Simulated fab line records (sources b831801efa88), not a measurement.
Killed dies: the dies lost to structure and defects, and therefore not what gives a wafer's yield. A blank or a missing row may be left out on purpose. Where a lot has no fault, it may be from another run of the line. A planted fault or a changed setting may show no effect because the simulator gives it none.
Struck lot and sound lot, side by side    flow sky130    14 out of 708 route steps
Sound: wafers L156.3, L156.4, L156.6. Wafers L162.3, L162.4, L162.6 were the ones struck. At the end, the cause is stated.
Per side, at each step with rows, come the tool, then ch with its chambers, and then its first start. Under that, the readings that differ: sound wafers    struck wafers    difference of the means    sigmas: that difference in standard deviations of wafers without a fault.
alike: words and numbers the same on both sides, and readings whose means are apart by under 2 such deviations; not compared: readings that were withheld, readings missing a value for some wafer, numbers with overlapping values and no deviation given by the record, and bounds like >300 which may hide the same value.
Wherever a step has rows on one side only, a row that says differs or no value, or a row with sigmas, the two part there. Numbers that don't overlap but have no deviation are shown without sigmas and don't part them. A reading that every wafer of one side lacks parts them only if that side has two wafers or more.

first, 3 steps without rows for these wafers: SKY_METAL1_CLEAN_22 (cleans in IPA, time 180 s); SKY_METAL1_CLEAN_23 (cleans in O3/DIW); SKY_VIA1_HDPCVD_00 (deposits SiO2, target thk 1030 nm, time 171.7 s).
SKY_VIA1_THK_MEAS_01:
  struck on film metro-02, day 36 02:14; sound on film metro-02, day 34 12:35
  alike: VIA1_HDPCVD_THK
SKY_VIA1_CMP_02: polishes SiO2.
  sound on cmp-02 ch 0,3, day 34 12:37; struck on cmp-01 ch 0,1,2, day 36 02:20
  alike: motor current A
SKY_VIA1_BOW_MEAS_03:
  struck on film metro-02, day 36 02:37; sound on film metro-03, day 34 12:58
  alike: VIA1_BOW
then, 6 steps without rows for these wafers: SKY_VIA1_DEHYDRATE_04 (time 60 s); SKY_VIA1_HMDS_05 (prime time 60 s); SKY_VIA1_COAT_06 (resist thk 60 nm); SKY_VIA1_COAT_07 (resist thk 450 nm); SKY_VIA1_SOFTBAKE_08 (time 90 s); SKY_VIA1_EXPOSE_09 (exposes mask VIM, target cd 150 nm).
SKY_VIA1_PEB_10:
  sound on litho track-02 ch 0, day 35 15:00; struck on litho track-04, day 37 04:00
reading          sound           struck  difference                     sigmas
exhaust pa (Pa)  43.8 44.3 44.1  - - -   no value on the struck wafers  
  not compared: chill plate temp C
then, 1 step without rows for these wafers: SKY_VIA1_DEVELOP_11 (develop time 60 s).

== WHERE THEY PART ==
Only at SKY_VIA1_PEB_10, as far as this record shows.

WHY: what had been put in by the simulator
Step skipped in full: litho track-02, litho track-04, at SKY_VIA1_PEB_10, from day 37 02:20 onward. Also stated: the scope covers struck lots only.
